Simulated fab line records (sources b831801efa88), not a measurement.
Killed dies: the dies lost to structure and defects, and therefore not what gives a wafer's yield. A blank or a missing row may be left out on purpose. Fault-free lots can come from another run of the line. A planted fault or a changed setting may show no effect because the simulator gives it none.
fab line records ; flow sky130 ; part 1 of 2: steps 1 to 28 of 38
record lots=5; wafers=15; last-day=49
route steps=708 shown METAL4@626 VIA4@639 METAL5@661
lots untouched by any fault: they come from a run of this same line in which no faults occurred
start-h: hours from the record's first day to the start of the lot's first wafer shown ; wait-h: hours since the lot's step before ; " as in the row above ; L1.1+2: a row that stands for several wafers ; - value missing, or start not given ; * or withheld: withheld ; < > ~ a bound
route shown NAME@n: names a module that has steps shown in the file, with the first one's number in the route ; usual: the fault-free wafers' mean and standard deviation ; same: alike in all rows ; chamber/n: place in a boat ; sites: readings site by site ; _std_site: standard deviation across them ; _edge_site: inner sites' mean taken away from outer sites' mean ; radius-mm: how far each site lies from the wafer's centre ; mask NAME#n: copy n ; behind: the most recent tool/chamber to have shaped the wafer ; hold: why the lot was held/for how many hours/how that ended ; device: the transistor (n, p or np) that didn't switch ; end of line: the tests these same wafers got at the end of their route ; for a step that has no rows: nothing shown but its recipe ; killed: dies that structure and defects cost at the first sort, which is not the same as the wafer's yield ; map: dies across one wafer; x = killed, . = not, _ = none there
set.NAME: setting as actually run; set.NAME@STEP: the setting as run at that earlier step ; model.NAME: the simulator's own value behind a step, which no gauge read
lots at some steps of the route; a table a step, a row a wafer
services: from which hour (start-h, from the record's first day; less than 0 if before it) a tool's chamber was out of use, for how many hours, and why
## steps
# step SKY_METAL4_EXPOSE_10
# recipe mask-id=MM4; na=0.68; source-shape=annular; sigma-inner=0.4; sigma-outer=0.8; target-cd-nm=300; dose-mj=28
# usual exposure-dose-mJ-cm2=28.29/0.26
lot.wafer;tool;chamber;start-h;wait-h;mask;exposure-dose-mJ-cm2
L079.1;krf-scanner-02;0;-;-;MM4#0;28.54
L079.2;krf-scanner-02;0;-;-;MM4#0;28.51
L079.6;krf-scanner-02;0;-;-;MM4#0;28.53
L082.1;krf-scanner-02;0;-;-;MM4#0;28.50
L082.3;krf-scanner-02;0;-;-;MM4#0;28.53
L082.5;krf-scanner-02;0;-;-;MM4#0;28.51
L083.2;krf-scanner-02;0;-;-;MM4#0;28.53
L083.4;krf-scanner-02;0;-;-;MM4#0;28.57
L083.6;krf-scanner-02;0;-;-;MM4#0;28.51
L088.2;krf-scanner-01;0;-;-;MM4#0;28.03
L088.3;krf-scanner-01;0;-;-;MM4#0;28.00
L088.5;krf-scanner-01;0;-;-;MM4#0;27.96
L093.1;krf-scanner-02;0;-;-;MM4#0;28.46
L093.5;krf-scanner-02;0;-;-;MM4#0;28.49
L093.6;krf-scanner-02;0;-;-;MM4#0;28.48
# step SKY_METAL4_PEB_11
# recipe peb-temp-c=withheld; peb-time-s=withheld; resist=KrF-thick
lot.wafer;tool;chamber;start-h;wait-h
L079.1+2+6;litho-track-04;0;-;-
L082.1+3+5;litho-track-02;0;-;-
L083.2+4+6;litho-track-03;0;-;-
L088.2+3+5;litho-track-04;0;-;-
L093.1+5+6;litho-track-04;0;-;-
# step SKY_METAL4_DEVELOP_12
# recipe develop-time-s=60; resist=KrF-thick; dev-temp-c=21
lot.wafer;tool;chamber;start-h;wait-h
L079.1+2+6;litho-track-04;0;-;-
L082.1+3+5;litho-track-02;0;-;-
L083.2+4+6;litho-track-03;0;-;-
L088.2+3+5;litho-track-04;0;-;-
L093.1+5+6;litho-track-04;0;-;-
# step SKY_METAL4_CD_MEAS_13
# recipe target-cd-nm=300
# usual cd-nm=299.1/1.5
lot.wafer;tool;chamber;start-h;wait-h;cd-nm
L079.1;cd-sem-02;-;1020.17;-;296.9
L079.2;cd-sem-02;-;1020.17;-;298.8
L079.6;cd-sem-02;-;1020.17;-;299.6
L082.1;cd-sem-02;-;1044.13;-;301.8
L082.3;cd-sem-02;-;1044.13;-;300.9
L082.5;cd-sem-02;-;1044.13;-;301.4
L083.2;cd-sem-01;-;1044.77;-;299.5
L083.4;cd-sem-01;-;1044.77;-;299.4
L083.6;cd-sem-01;-;1044.77;-;299.3
L088.2;cd-sem-01;-;1075.44;-;296.6
L088.3;cd-sem-01;-;1075.44;-;298.3
L088.5;cd-sem-01;-;1075.44;-;299.0
L093.1;cd-sem-01;-;1101.92;-;302.9
L093.5;cd-sem-01;-;1101.92;-;301.5
L093.6;cd-sem-01;-;1101.92;-;301.9
# step SKY_METAL4_OVL_MEAS_14
# usual METAL4_OVL=-1/6
lot.wafer;tool;chamber;start-h;wait-h;METAL4_OVL[nm]
L079.1;overlay-02;-;1020.29;0.1;-7
L079.2;overlay-02;-;1020.29;0.1;3
L079.6;overlay-02;-;1020.29;0.1;6
L082.1;overlay-02;-;1044.25;0.1;9
L082.3;overlay-02;-;1044.25;0.1;9
L082.5;overlay-02;-;1044.25;0.1;8
L083.2;overlay-02;-;1044.87;0.1;1
L083.4;overlay-02;-;1044.87;0.1;1
L083.6;overlay-02;-;1044.87;0.1;1
L088.2;overlay-02;-;1075.54;0.1;-1
L088.3;overlay-02;-;1075.54;0.1;1
L088.5;overlay-02;-;1075.54;0.1;-4
L093.1;overlay-01;-;1102.04;0.1;-8
L093.5;overlay-01;-;1102.04;0.1;-2
L093.6;overlay-01;-;1102.04;0.1;0
# step SKY_METAL4_DESCUM_15
# recipe chemistry=O2; source-power-w=150; bias-power-w=0; pressure-mtorr=10; temp-c=40; time-s=8
# usual drypump-motor-current-A=5.6/0.41; oes-product-au=0.998/0.0061
lot.wafer;tool;chamber;start-h;wait-h;drypump-motor-current-A;oes-product-au;rf-hours-counter-h
L079.1;rie-metal-04;0;1020.32;0.0;5.5;0.998;14
L079.2;rie-metal-04;1;1020.32;0.0;5.1;1.009;10
L079.6;rie-metal-04;0;1020.32;0.0;5.5;1.009;-
L082.1;rie-metal-01;1;1044.29;0.0;6.1;0.988;21
L082.3;rie-metal-01;1;1044.29;0.0;6.1;0.996;-
L082.5;rie-metal-01;0;1044.29;0.0;5.9;0.996;-
L083.2;rie-metal-03;0;1044.90;0.0;5.4;0.998;12
L083.4;rie-metal-03;0;1044.90;0.0;5.4;1.006;-
L083.6;rie-metal-03;0;1044.90;0.0;5.4;1.001;-
L088.2;rie-metal-03;1;1075.57;0.0;6.2;0.996;11
L088.3;rie-metal-03;0;1075.57;0.0;5.4;0.995;-
L088.5;rie-metal-03;0;1075.57;0.0;5.4;0.989;-
L093.1;rie-metal-04;0;1102.07;0.0;5.5;1.006;20
L093.5;rie-metal-04;0;1102.07;0.0;5.6;0.996;-
L093.6;rie-metal-04;1;1102.07;0.0;5.1;0.993;-
# step SKY_METAL4_ETCH_16
# recipe chemistry=N2/H2; target=BARC; ion-energy-ev=200; bias-w=100; pressure-mtorr=30; n2-flow-sccm=100; h2-flow-sccm=200; icp-w=500; stop-on=SiO2; time-s=88.2; target-depth-a=600
# usual drypump-motor-current-A=5.6/0.41; oes-product-au=0.626/0.0042; throttle-valve-pct=13.206/0.0092
lot.wafer;tool;chamber;start-h;wait-h;drypump-motor-current-A;oes-product-au;rf-hours-counter-h;throttle-valve-pct
L079.1;rie-metal-04;0;1020.35;0.0;5.6;0.624;14;13.186
L079.2;rie-metal-04;1;1020.35;0.0;5.1;0.628;10;13.214
L079.6;rie-metal-04;0;1020.35;0.0;5.6;0.632;-;13.208
L082.1;rie-metal-01;1;1044.32;0.0;6.1;0.633;21;13.206
L082.3;rie-metal-01;1;1044.32;0.0;6.1;0.617;-;13.215
L082.5;rie-metal-01;0;1044.32;0.0;5.9;0.622;-;13.203
L083.2;rie-metal-03;0;1044.93;0.0;5.4;0.627;12;13.203
L083.4;rie-metal-03;0;1044.93;0.0;5.4;0.628;-;13.212
L083.6;rie-metal-03;0;1044.93;0.0;5.4;0.632;-;13.204
L088.2;rie-metal-03;1;1075.60;0.0;6.2;0.627;11;13.196
L088.3;rie-metal-03;0;1075.60;0.0;5.4;0.626;-;13.212
L088.5;rie-metal-03;0;1075.60;0.0;5.4;0.623;-;13.197
L093.1;rie-metal-04;0;1102.10;0.0;5.6;0.621;20;13.201
L093.5;rie-metal-04;0;1102.10;0.0;5.6;0.629;-;13.201
L093.6;rie-metal-04;1;1102.10;0.0;5.1;0.624;-;13.204
# step SKY_METAL4_ETCH_17
# recipe target=SiO2; stop-on=TiN; chemistry=C4F8/O2/Ar; source-w=1500; bias-w=1200; pressure-mtorr=40; c4f8-flow-sccm=withheld; O2_flow_sccm=6; Ar_flow_sccm=300; time-s=3.9; target-depth-a=150
# usual oes-product-au=0.754/0.0064
lot.wafer;tool;chamber;start-h;wait-h;oes-product-au;rf-hours-counter-h
L079.1;rie-diel-01;0;1020.45;0.1;0.744;13
L079.2;rie-diel-01;1;1020.45;0.1;0.741;14
L079.6;rie-diel-01;1;1020.45;0.1;0.753;-
L082.1;rie-diel-01;0;1044.42;0.1;0.753;14
L082.3;rie-diel-01;1;1044.42;0.1;0.752;15
L082.5;rie-diel-01;0;1044.42;0.1;0.756;-
L083.2;rie-diel-02;1;1045.03;0.1;0.754;14
L083.4;rie-diel-02;1;1045.03;0.1;0.764;-
L083.6;rie-diel-02;0;1045.03;0.1;0.766;-
L088.2;rie-diel-01;3;1075.70;0.1;0.758;20
L088.3;rie-diel-01;2;1075.70;0.1;0.758;20
L088.5;rie-diel-01;2;1075.70;0.1;0.760;-
L093.1;rie-diel-01;3;1102.20;0.1;0.750;21
L093.5;rie-diel-01;1;1102.20;0.1;0.759;-
L093.6;rie-diel-01;0;1102.20;0.1;0.752;-
# step SKY_METAL4_METAL_ETCH_18
# recipe target-depth-a=8450; stop-on=SiO2; over-etch-frac=0.3; time-s=183.1; chemistry=Cl2/BCl3; resist-sidewall-deg=88; pressure-mtorr=10; icp-w=900; bias-w=48.5; Cl2_flow_sccm=60; bcl3-flow-sccm=30
# usual bcl3-flow-sccm=30.00/0.095; drypump-motor-current-A=5.8/0.37; oes-product-au=0.866/0.006; throttle-valve-pct=22.264/0.0088
# same over-etch-frac=0.3
lot.wafer;tool;chamber;start-h;wait-h;bcl3-flow-sccm;drypump-motor-current-A;oes-product-au;rf-hours-counter-h;throttle-valve-pct
L079.1;rie-metal-01;0;1020.47;0.0;30.09;5.9;0.866;15;22.273
L079.2;rie-metal-01;1;1020.47;0.0;30.01;6.1;0.870;19;22.256
L079.6;rie-metal-01;0;1020.47;0.0;30.05;5.9;0.864;-;22.251
L082.1;rie-metal-01;1;1044.44;0.0;30.08;6.1;0.866;21;22.266
L082.3;rie-metal-01;1;1044.44;0.0;30.14;6.1;0.863;-;22.242
L082.5;rie-metal-01;0;1044.44;0.0;30.06;5.9;0.869;-;22.275
L083.2;rie-metal-04;0;1045.05;0.0;29.98;5.6;0.867;16;22.283
L083.4;rie-metal-04;0;1045.05;0.0;29.96;5.6;0.870;-;22.259
L083.6;rie-metal-04;1;1045.05;0.0;30.06;5.0;0.858;-;22.263
L088.2;rie-metal-04;0;1075.72;0.0;29.95;5.6;0.875;18;22.259
L088.3;rie-metal-04;0;1075.72;0.0;30.06;5.6;0.873;-;22.273
L088.5;rie-metal-04;1;1075.72;0.0;30.05;5.1;0.872;-;22.263
L093.1;rie-metal-03;0;1102.22;0.0;29.94;5.4;0.869;16;22.256
L093.5;rie-metal-03;1;1102.22;0.0;29.98;6.2;0.868;-;22.273
L093.6;rie-metal-03;0;1102.22;0.0;29.96;5.4;0.852;-;22.277
# step SKY_METAL4_STRIP_19
# recipe chemistry=O2/N2; power-w=1400; pressure-mtorr=1500; platen-temp-c=withheld; o2-flow-sccm=3000; n2-flow-sccm=300; overash-fraction=0.5
# usual drypump-motor-current-A=5.7/0.35; oes-product-au=0.502/0.0051; strip-time-to-endpoint-s=6.55/0.058
lot.wafer;tool;chamber;start-h;wait-h;drypump-motor-current-A;oes-product-au;rf-hours-counter-h;strip-time-to-endpoint-s
L079.1;plasma-asher-01;1;1020.65;0.1;5.7;0.502;89;6.55
L079.2;plasma-asher-01;0;1020.65;0.1;5.8;0.508;89;6.65
L079.6;plasma-asher-01;0;1020.65;0.1;5.8;0.500;-;6.54
L082.1;plasma-asher-01;0;1044.61;0.1;5.8;0.512;92;6.57
L082.3;plasma-asher-01;0;1044.61;0.1;5.8;0.504;-;6.62
L082.5;plasma-asher-01;0;1044.61;0.1;5.7;0.505;-;6.56
L083.2;plasma-asher-04;1;1045.23;0.1;5.7;0.497;31;6.50
L083.4;plasma-asher-04;1;1045.23;0.1;5.7;0.505;-;6.46
L083.6;plasma-asher-04;0;1045.23;0.1;5.3;0.500;-;6.46
L088.2;plasma-asher-01;1;1075.90;0.1;5.7;0.500;95;6.53
L088.3;plasma-asher-01;1;1075.90;0.1;5.7;0.502;-;6.55
L088.5;plasma-asher-01;0;1075.90;0.1;5.8;0.499;-;6.55
L093.1;plasma-asher-02;0;1102.40;0.1;6.3;0.506;68;6.58
L093.5;plasma-asher-02;0;1102.40;0.1;6.4;0.499;-;6.49
L093.6;plasma-asher-02;1;1102.40;0.1;5.2;0.503;-;6.57
# step SKY_METAL4_STRIP_20
# recipe chemistry=post-etch-residue-remover; time-s=1200; temp-c=72.5
lot.wafer;tool;chamber;start-h;wait-h
L079.1+2+6;wet-bench-03;1;1020.75;0.1
L082.1+3+5;wet-bench-04;1;1044.72;0.1
L083.2+4+6;wet-bench-01;2;1045.33;0.1
L088.2+3+5;wet-bench-03;1;1076.00;0.1
L093.1+5+6;wet-bench-04;3;1102.50;0.1
# step SKY_METAL4_CLEAN_21
# recipe chemistry=IPA; time-s=180; temp-c=25
lot.wafer;tool;chamber;start-h;wait-h
L079.1+2+6;wet-bench-01;0;1021.12;0.0
L082.1+3+5;wet-bench-01;3;1045.06;0.0
L083.2+4+6;wet-bench-04;3;1045.70;0.0
L088.2+3+5;wet-bench-04;3;1076.37;0.0
L093.1+5+6;wet-bench-01;0;1102.91;0.0
# step SKY_METAL4_CLEAN_22
# recipe chemistry=O3/DIW; dry=n2-spin
lot.wafer;tool;chamber;start-h;wait-h
L079.1+2+6;wet-bench-03;2;1021.18;0.0
L082.1+3+5;wet-bench-03;3;1045.13;0.0
L083.2+4+6;wet-bench-03;1;1045.76;0.0
L088.2+3+5;wet-bench-03;1;1076.44;0.0
L093.1+5+6;wet-bench-03;3;1102.96;0.0
# step SKY_VIA4_HDPCVD_00
# recipe material=SiO2; target-thk-nm=1750; sigma-open-frac=0.3; time-s=291.7; temp-c=400; sih4-flow-sccm=60; pressure-mtorr=6
lot.wafer;tool;chamber;start-h;wait-h
L079.1+2+6;hdpcvd-01;0,1,2;1021.28;0.0
L082.1+3+5;hdpcvd-01;0,1,0;1045.22;0.0
L083.2+4+6;hdpcvd-02;0,0,2;1045.85;0.0
L088.2+3+5;hdpcvd-02;0,1,0;1076.54;0.0
L093.1+5+6;hdpcvd-02;0,0,2;1103.06;0.0
# step SKY_VIA4_THK_MEAS_01
# recipe reads=SiO2_of_VIA4_HDPCVD_00
# usual VIA4_HDPCVD_THK=1756/16
lot.wafer;tool;chamber;start-h;wait-h;VIA4_HDPCVD_THK[nm]
L079.1;film-metro-02;-;1021.46;0.1;1724
L079.2;film-metro-02;-;1021.46;0.1;1756
L079.6;film-metro-02;-;1021.46;0.1;1755
L082.1;film-metro-02;-;1045.40;0.1;1752
L082.3;film-metro-02;-;1045.40;0.1;1764
L082.5;film-metro-02;-;1045.40;0.1;1740
L083.2;film-metro-03;-;1046.04;0.1;1777
L083.4;film-metro-03;-;1046.04;0.1;1760
L083.6;film-metro-03;-;1046.04;0.1;1774
L088.2;film-metro-04;-;1076.72;0.1;1759
L088.3;film-metro-04;-;1076.72;0.1;1735
L088.5;film-metro-04;-;1076.72;0.1;1750
L093.1;film-metro-03;-;1103.24;0.1;1754
L093.5;film-metro-03;-;1103.24;0.1;1770
L093.6;film-metro-03;-;1103.24;0.1;1784
# step SKY_VIA4_CMP_02
# recipe material=SiO2; down-force-psi=4; platen-rpm=60; pad-velocity-m-s=0.94248
# usual motor-current-A=11.5/1; platen-rpm=60.00/0.042
lot.wafer;tool;chamber;start-h;wait-h;motor-current-A;platen-rpm
L079.1;cmp-01;3;1021.52;0.1;11.7;59.96
L079.2;cmp-01;2;1021.52;0.1;13.2;59.97
L079.6;cmp-01;3;1021.52;0.1;11.6;60.04
L082.1;cmp-02;2;1045.77;0.4;10.1;60.00
L082.3;cmp-02;3;1045.77;0.4;10.4;59.97
L082.5;cmp-02;1;1045.77;0.4;11.1;59.97
L083.2;cmp-01;3;1046.09;0.0;12.2;59.90
L083.4;cmp-01;0;1046.09;0.0;13.1;59.97
L083.6;cmp-01;0;1046.09;0.0;13.6;59.99
L088.3;cmp-02;0;1076.83;0.1;12.2;60.01
L088.2;cmp-02;2;1076.83;0.1;10.0;60.07
L088.5;cmp-02;0;1076.83;0.1;11.5;60.03
L093.1;cmp-01;2;1103.35;0.1;13.5;60.06
L093.5;cmp-01;1;1103.35;0.1;11.7;60.05
L093.6;cmp-01;2;1103.35;0.1;13.9;60.06
# step SKY_VIA4_BOW_MEAS_03
# recipe mode=bow
# usual VIA4_BOW=81/8.4
lot.wafer;tool;chamber;start-h;wait-h;VIA4_BOW[um]
L079.1;film-metro-03;-;1021.82;0.2;78
L079.2;film-metro-03;-;1021.82;0.2;83
L079.6;film-metro-03;-;1021.82;0.2;83
L082.1;film-metro-02;-;1045.97;0.1;75
L082.3;film-metro-02;-;1045.97;0.1;96
L082.5;film-metro-02;-;1045.97;0.1;86
L083.2;film-metro-04;-;1046.41;0.3;78
L083.4;film-metro-04;-;1046.41;0.3;71
L083.6;film-metro-04;-;1046.41;0.3;77
L088.2;film-metro-02;-;1077.15;0.2;88
L088.3;film-metro-02;-;1077.15;0.2;79
L088.5;film-metro-02;-;1077.15;0.2;86
L093.1;film-metro-03;-;1103.60;0.2;80
L093.5;film-metro-03;-;1103.60;0.2;81
L093.6;film-metro-03;-;1103.60;0.2;81
# step SKY_VIA4_DEHYDRATE_04
# recipe temp-c=200; time-s=60
lot.wafer;tool;chamber;start-h;wait-h
L079.1+2+6;litho-track-01;0;1032.80;11.0
L082.1+3+5;litho-track-04;0;1056.62;10.6
L083.2+4+6;litho-track-01;0;1057.28;10.8
L088.2+3+5;litho-track-03;0;1088.32;11.2
L093.1+5+6;litho-track-04;0;1114.07;10.4
# step SKY_VIA4_HMDS_05
# recipe prime-time-s=60; prime-temp-c=120
# usual prime-temp-c=120.03/0.13
lot.wafer;tool;chamber;start-h;wait-h;prime-temp-c
L079.1;litho-track-01;0;1032.95;0.1;119.92
L079.2;litho-track-01;0;1032.95;0.1;119.91
L079.6;litho-track-01;0;1032.95;0.1;120.03
L082.1;litho-track-04;0;1056.77;0.1;120.01
L082.3;litho-track-04;0;1056.77;0.1;120.31
L082.5;litho-track-04;0;1056.77;0.1;120.04
L083.2;litho-track-01;0;1057.43;0.1;119.72
L083.4;litho-track-01;0;1057.43;0.1;119.96
L083.6;litho-track-01;0;1057.43;0.1;119.84
L088.2;litho-track-03;0;1088.47;0.1;119.92
L088.3;litho-track-03;0;1088.47;0.1;120.21
L088.5;litho-track-03;0;1088.47;0.1;120.06
L093.1;litho-track-04;0;1114.22;0.1;119.97
L093.5;litho-track-04;0;1114.22;0.1;119.74
L093.6;litho-track-04;0;1114.22;0.1;120.27
# step SKY_VIA4_COAT_06
# recipe resist=NOVOLAK; spin-rpm=3000; resist-thk-nm=1140
lot.wafer;tool;chamber;start-h;wait-h
L079.1+2+6;litho-track-01;0;1033.10;0.1
L082.1+3+5;litho-track-04;0;1056.92;0.1
L083.2+4+6;litho-track-01;0;1057.58;0.1
L088.2+3+5;litho-track-03;0;1088.62;0.1
L093.1+5+6;litho-track-04;0;1114.37;0.1
# step SKY_VIA4_SOFTBAKE_07
# recipe temp-c=90; time-s=60; resist=NOVOLAK
lot.wafer;tool;chamber;start-h;wait-h
L079.1+2+6;litho-track-01;0;1033.25;0.1
L082.1+3+5;litho-track-04;0;1057.07;0.1
L083.2+4+6;litho-track-01;0;1057.73;0.1
L088.2+3+5;litho-track-03;0;1088.77;0.1
L093.1+5+6;litho-track-04;0;1114.52;0.1
# step SKY_VIA4_EXPOSE_08
# recipe mask-id=VIM4; na=0.6; source-shape=conventional; sigma-outer=0.6; polarization=unpolarized; target-cd-nm=800; dose-mj=132
# usual exposure-dose-mJ-cm2=132.04/0.12
lot.wafer;tool;chamber;start-h;wait-h;mask;exposure-dose-mJ-cm2
L079.1;iline-stepper-02;0;-;-;VIM4#0;132.05
L079.2;iline-stepper-02;0;-;-;VIM4#0;132.10
L079.6;iline-stepper-02;0;-;-;VIM4#0;132.02
L082.1;iline-stepper-02;0;-;-;VIM4#0;131.92
L082.3;iline-stepper-02;0;-;-;VIM4#0;131.96
L082.5;iline-stepper-02;0;-;-;VIM4#0;131.85
L083.2;iline-stepper-02;0;-;-;VIM4#0;132.07
L083.4;iline-stepper-02;0;-;-;VIM4#0;132.10
L083.6;iline-stepper-02;0;-;-;VIM4#0;132.16
L088.2;iline-stepper-01;0;-;-;VIM4#0;132.04
L088.3;iline-stepper-01;0;-;-;VIM4#0;132.15
L088.5;iline-stepper-01;0;-;-;VIM4#0;131.99
L093.1;iline-stepper-02;0;-;-;VIM4#0;131.92
L093.5;iline-stepper-02;0;-;-;VIM4#0;131.88
L093.6;iline-stepper-02;0;-;-;VIM4#0;132.07
# step SKY_VIA4_PEB_09
# recipe temp-c=withheld; time-s=*; resist=NOVOLAK
lot.wafer;tool;chamber;start-h;wait-h
L079.1+2+6;litho-track-03;0;-;-
L082.1+3+5;litho-track-01;0;-;-
L083.2+4+6;litho-track-03;0;-;-
L088.2+3+5;litho-track-04;0;-;-
L093.1+5+6;litho-track-03;0;-;-
# step SKY_VIA4_DEVELOP_10
# recipe resist=NOVOLAK; developer=TMAH; develop-time-s=60; dev-temp-c=23
lot.wafer;tool;chamber;start-h;wait-h
L079.1+2+6;litho-track-03;0;1043.95;0.1
L082.1+3+5;litho-track-01;0;1068.20;0.1
L083.2+4+6;litho-track-03;0;1068.47;0.1
L088.2+3+5;litho-track-04;0;1098.69;0.1
L093.1+5+6;litho-track-03;0;1124.15;0.1
# step SKY_VIA4_OVL_MEAS_11
# usual VIA4_OVL=0.6/1.4
lot.wafer;tool;chamber;start-h;wait-h;VIA4_OVL[nm]
L079.1;overlay-01;-;1044.10;0.1;-0.8
L079.2;overlay-01;-;1044.10;0.1;-0.2
L079.6;overlay-01;-;1044.10;0.1;0.3
L082.1;overlay-02;-;1068.35;0.1;-0.7
L082.3;overlay-02;-;1068.35;0.1;1.1
L082.5;overlay-02;-;1068.35;0.1;-0.3
L083.2;overlay-02;-;1068.60;0.1;2.3
L083.4;overlay-02;-;1068.60;0.1;0.9
L083.6;overlay-02;-;1068.60;0.1;1.9
L088.2;overlay-02;-;1098.82;0.1;-3.1
L088.3;overlay-02;-;1098.82;0.1;-1.5
L088.5;overlay-02;-;1098.82;0.1;-2.0
L093.1;overlay-02;-;1124.30;0.1;3.5
L093.5;overlay-02;-;1124.30;0.1;5.2
L093.6;overlay-02;-;1124.30;0.1;5.4
# step SKY_VIA4_ETCH_12
# recipe target=SiO2; chemistry=C4F8/O2/Ar; stop-on=TiN; mask-material=NOVOLAK; source-w=1500; bias-w=1200; pressure-mtorr=40; c4f8-flow-sccm=withheld; O2_flow_sccm=6; Ar_flow_sccm=300; time-s=withheld; target-depth-a=5800
# usual oes-product-au=0.926/0.0053
lot.wafer;tool;chamber;start-h;wait-h;oes-product-au
L079.1;rie-diel-03;1;1044.13;0.0;0.926
L079.2;rie-diel-03;2;1044.13;0.0;0.915
L079.6;rie-diel-03;2;1044.13;0.0;0.915
L082.1;rie-diel-04;2;1068.39;0.0;0.931
L082.3;rie-diel-04;3;1068.39;0.0;0.925
L082.5;rie-diel-04;0;1068.39;0.0;0.927
L083.2;rie-diel-03;1;1068.63;0.0;0.926
L083.4;rie-diel-03;0;1068.63;0.0;0.920
L083.6;rie-diel-03;3;1068.63;0.0;0.922
L088.2;rie-diel-04;1;1098.85;0.0;0.925
L088.3;rie-diel-04;0;1098.85;0.0;0.929
L088.5;rie-diel-04;1;1098.85;0.0;0.935
L093.1;rie-diel-04;0;1124.33;0.0;0.923
L093.5;rie-diel-04;1;1124.33;0.0;0.924
L093.6;rie-diel-04;2;1124.33;0.0;0.923
# step SKY_VIA4_STRIP_13
# recipe chemistry=O2/N2; power-w=1400; pressure-mtorr=1500; platen-temp-c=withheld; o2-flow-sccm=3000; n2-flow-sccm=300; overash-fraction=0.5
# usual drypump-motor-current-A=5.7/0.35; oes-product-au=0.710/0.0043; strip-time-to-endpoint-s=12.806/0.027
lot.wafer;tool;chamber;start-h;wait-h;drypump-motor-current-A;oes-product-au;rf-hours-counter-h;strip-time-to-endpoint-s
L079.1;plasma-asher-04;1;1044.20;-;5.7;0.708;31;12.816
L079.2;plasma-asher-04;0;1044.20;-;5.3;0.711;31;12.835
L079.6;plasma-asher-04;0;1044.20;-;5.3;0.712;-;12.817
L082.1;plasma-asher-04;1;1068.46;-;5.7;0.707;33;12.814
L082.3;plasma-asher-04;0;1068.46;-;5.3;0.705;-;12.831
L082.5;plasma-asher-04;1;1068.46;-;5.6;0.711;-;12.819
L083.2;plasma-asher-03;1;1068.70;-;5.7;0.708;1;12.810
L083.4;plasma-asher-03;1;1068.70;-;5.7;0.712;-;12.811
L083.6;plasma-asher-03;1;1068.70;-;5.7;0.709;-;12.788
L088.2;plasma-asher-02;0;1098.92;-;6.3;0.707;68;12.810
L088.3;plasma-asher-02;1;1098.92;-;5.2;0.709;-;12.818
L088.5;plasma-asher-02;0;1098.92;-;6.4;0.711;-;12.801
L093.1;plasma-asher-03;0;1124.41;-;6.0;0.714;6;12.803
L093.5;plasma-asher-03;1;1124.41;-;5.7;0.707;-;12.814
L093.6;plasma-asher-03;0;1124.41;-;6.0;0.708;-;12.863
# step SKY_VIA4_STRIP_14
# recipe chemistry=post-etch-residue-remover; time-s=1200; temp-c=72.5
lot.wafer;tool;chamber;start-h;wait-h
L079.1+2+6;wet-bench-04;3;1044.38;0.1
L082.1+3+5;wet-bench-03;0;1068.56;0.1
L083.2+4+6;wet-bench-04;3;1068.90;0.2
L088.2+3+5;wet-bench-02;1;1099.02;0.1
L093.1+5+6;wet-bench-04;2;1124.51;0.1
